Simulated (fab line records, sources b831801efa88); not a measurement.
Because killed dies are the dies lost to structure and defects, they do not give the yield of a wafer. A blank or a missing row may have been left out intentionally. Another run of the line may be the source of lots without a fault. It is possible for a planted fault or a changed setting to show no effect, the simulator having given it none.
A struck lot beside a sound one + flow sfqLine + 37 steps out of a route of 325
Sound: these wafers, L965.3, L965.4, L965.5. Struck: wafers L981.4, L981.5 (left out: L981.2, a lot-mate that was not struck); the cause follows at the end.
For every step that has rows: the tool of each side, followed by ch and its chambers, followed by its first start. Under that, the readings that differ: sound wafers + struck wafers + difference of the means + sigmas: that difference in standard deviations of wafers without a fault.
alike: readings with means less than 2 such deviations apart, plus words and numbers identical on both sides. not compared: withheld readings, readings lacking a value on some wafer, bounds such as >300 that could conceal the same value, and numbers that have no deviation in the record and whose values overlap.
Wherever a step has rows on one side only, a row that says differs or no value, or a row with sigmas, the two part there. Numbers that don't overlap but have no deviation are shown without sigmas and don't part them. A reading that every wafer of one side lacks parts them only if that side has two wafers or more.

SFQ_R5_THK_MEAS_934: measures by xrf.
  struck on filmMetro-01, day 54 00:49; sound on filmMetro-01, day 48 02:38
  alike: R5_MONX_THK
then, 6 steps without rows for these wafers: SFQ_TRILAYER_R5_LITHO_COAT_141 (resist thk 62 nm); SFQ_TRILAYER_R5_LITHO_COAT_136 (resist thk 600 nm); SFQ_TRILAYER_R5_LITHO_SOFTBAKE_140; SFQ_TRILAYER_R5_LITHO_EXPOSE_137 (exposes mask R5, target cd 500 nm); SFQ_TRILAYER_R5_LITHO_PEB_139 (peb time 60 s); SFQ_TRILAYER_R5_LITHO_DEVELOP_138 (time 60 s).
-- the record jumps here: 2 days lie between the struck wafers' starts before and after --
SFQ_R5_OVL_MEAS_935:
  struck on overlay-01, day 56 12:10; sound on overlay-02, day 50 03:35
  alike: R5_OVL
then, 1 step without rows for these wafers: SFQ_TRILAYER_R5_BARC_OPEN_METAL_ETCH_177 (etches BARC in O2, target depth 125 nm, time 41.7 s).
SFQ_TRILAYER_R5_ETCH_METAL_ETCH_139: etches the open film in Cl2, stops on SiO2, target depth 60 nm, time 40 s.
  sound on rieMetal-04 ch 0,1, day 50 03:41; struck on rieMetal-01 ch 1, day 56 12:16
| reading             | sound             | struck      | difference | sigmas |
|---------------------|-------------------|-------------|------------|--------|
| oesProductAu (a.u.) | 0.971 0.967 0.967 | 1.007 0.987 | +0.029     | +3     |
  alike: drypumpMotorCurrentA
  not compared: rfHoursCounterH
SFQ_TRILAYER_R5_STRIP_STRIP_140: strips in O2.
  sound on rieMetal-04 ch 0,1, day 50 03:55; struck on rieMetal-01 ch 1, day 56 12:19
  alike: drypumpMotorCurrentA, oesProductAu
  not compared: rfHoursCounterH
then, 1 step without rows for these wafers: SFQ_TRILAYER_R5_STRIP_SOLV_CLEAN_141 (cleans in NMP, time 600 s).
SFQ_TRILAYER_A5C_DEP_PECVD_142: deposits SiO2 from SiH4/N2O, time 15.556 s, target thk 70 nm.
  sound on pecvd-01 ch 1,2, day 50 04:29; struck on pecvd-04 ch 0,2, day 56 13:05
| reading                                             | sound            | struck    | difference | sigmas |
|-----------------------------------------------------|------------------|-----------|------------|--------|
| model.SiO2_of_TRILAYER_A5C_DEP_PECVD_142.thkNm (nm) | 70.3 71.23 72.39 | 103 102.2 | +31        |        |
  alike: heaterPowerW, throttleValvePct
then, 6 steps without rows for these wafers: SFQ_TRILAYER_I5_LITHO_COAT_149 (resist thk 62 nm); SFQ_TRILAYER_I5_LITHO_COAT_144 (resist thk 650 nm); SFQ_TRILAYER_I5_LITHO_SOFTBAKE_148; SFQ_TRILAYER_I5_LITHO_EXPOSE_145 (exposes mask I5, target cd 700 nm); SFQ_TRILAYER_I5_LITHO_PEB_147 (peb time 60 s); SFQ_TRILAYER_I5_LITHO_DEVELOP_146 (time 60 s).
SFQ_I5_OVL_MEAS_936:
  struck on overlay-01, day 57 17:26; sound on overlay-01, day 52 14:49
  alike: I5_OVL
then, 2 steps without rows for these wafers: SFQ_TRILAYER_I5_BARC_OPEN_VIA_ETCH_200 (etches BARC in O2, target depth 125 nm, time 41.7 s); SFQ_TRILAYER_I5_ETCH_VIA_ETCH_147 (etches the open film in CHF3, stops on Nb, target depth 360 nm).
SFQ_TRILAYER_I5_STRIP_STRIP_148: strips in O2.
  sound on rieMetal-03 ch 0,1, day 52 15:13; struck on rieMetal-04 ch 0,1, day 57 17:39
  alike: drypumpMotorCurrentA, oesProductAu
  not compared: rfHoursCounterH
then, 7 steps without rows for these wafers: SFQ_TRILAYER_I5_STRIP_SOLV_CLEAN_149 (cleans in NMP, time 600 s); SFQ_TRILAYER_C5_LITHO_COAT_156 (resist thk 62 nm); SFQ_TRILAYER_C5_LITHO_COAT_151 (resist thk 650 nm); SFQ_TRILAYER_C5_LITHO_SOFTBAKE_155; SFQ_TRILAYER_C5_LITHO_EXPOSE_152 (exposes mask C5, target cd 500 nm); SFQ_TRILAYER_C5_LITHO_PEB_154 (peb time 60 s); SFQ_TRILAYER_C5_LITHO_DEVELOP_153 (time 60 s).
-- the record jumps here: 3 days lie between the struck wafers' starts before and after --
SFQ_C5_OVL_MEAS_937:
  struck on overlay-02, day 60 19:34; sound on overlay-01, day 55 00:38
  alike: C5_OVL
SFQ_TRILAYER_C5_BARC_OPEN_VIA_ETCH_210: etches BARC in O2, target depth 125 nm, time 41.7 s.
  sound on rieDiel-01 ch 2,3, day 55 00:39; struck on rieDiel-02 ch 1,2, day 60 19:36
  alike: drypumpMotorCurrentA, oesProductAu
  not compared: rfHoursCounterH
SFQ_TRILAYER_C5_ETCH_VIA_ETCH_154: etches SiO2 in CHF3, stops on Nb, target depth 84 nm.
  sound on rieDiel-01 ch 2,3, day 55 00:41; struck on rieDiel-02 ch 1,2, day 60 19:38
| reading                      | sound             | struck      | difference | sigmas |
|------------------------------|-------------------|-------------|------------|--------|
| oesProductAu (a.u.)          | 0.897 0.902 0.905 | 1.017 1.015 | +0.115     | +12    |
| model.C5.featureDepthNm (nm) | 70.3 71.23 72.39  | 86.33 86.69 | +15.20     |        |
| model.etch.depthNm (nm)      | 70.3 71.23 72.39  | 86.33 86.69 | +15.20     |        |
  alike: drypumpMotorCurrentA
then, 2 steps without rows for these wafers: SFQ_TRILAYER_C5_STRIP_STRIP_155 (strips in O2); SFQ_TRILAYER_C5_STRIP_SOLV_CLEAN_156 (cleans in NMP, time 600 s).
SFQ_TRILAYER_M6_DEP_PRE_CLEAN_158: time 22.5 s.
  struck on pvdSputter-04, day 60 21:04; sound on pvdSputter-03, day 55 01:31
| reading                                             | sound             | struck      | difference | sigmas |
|-----------------------------------------------------|-------------------|-------------|------------|--------|
| model.SiO2_of_TRILAYER_A5C_DEP_PECVD_142.thkNm (nm) | 62.81 63.73 64.89 | 95.49 94.65 | +31.26     |        |
SFQ_TRILAYER_M6_DEP_SPUTTER_157: material Nb, target thk 200 nm, time 133.3 s.
  struck on pvdSputter-04, day 60 21:05; sound on pvdSputter-03, day 55 01:32
  alike: throttleValvePct

== WHERE THEY PART ==
First at SFQ_TRILAYER_R5_ETCH_METAL_ETCH_139; last, within this record, at SFQ_TRILAYER_C5_ETCH_VIA_ETCH_154. Later steps at which nothing parts them and some readings are alike: SFQ_TRILAYER_M6_DEP_SPUTTER_157.

WHY: what had been put in by the simulator
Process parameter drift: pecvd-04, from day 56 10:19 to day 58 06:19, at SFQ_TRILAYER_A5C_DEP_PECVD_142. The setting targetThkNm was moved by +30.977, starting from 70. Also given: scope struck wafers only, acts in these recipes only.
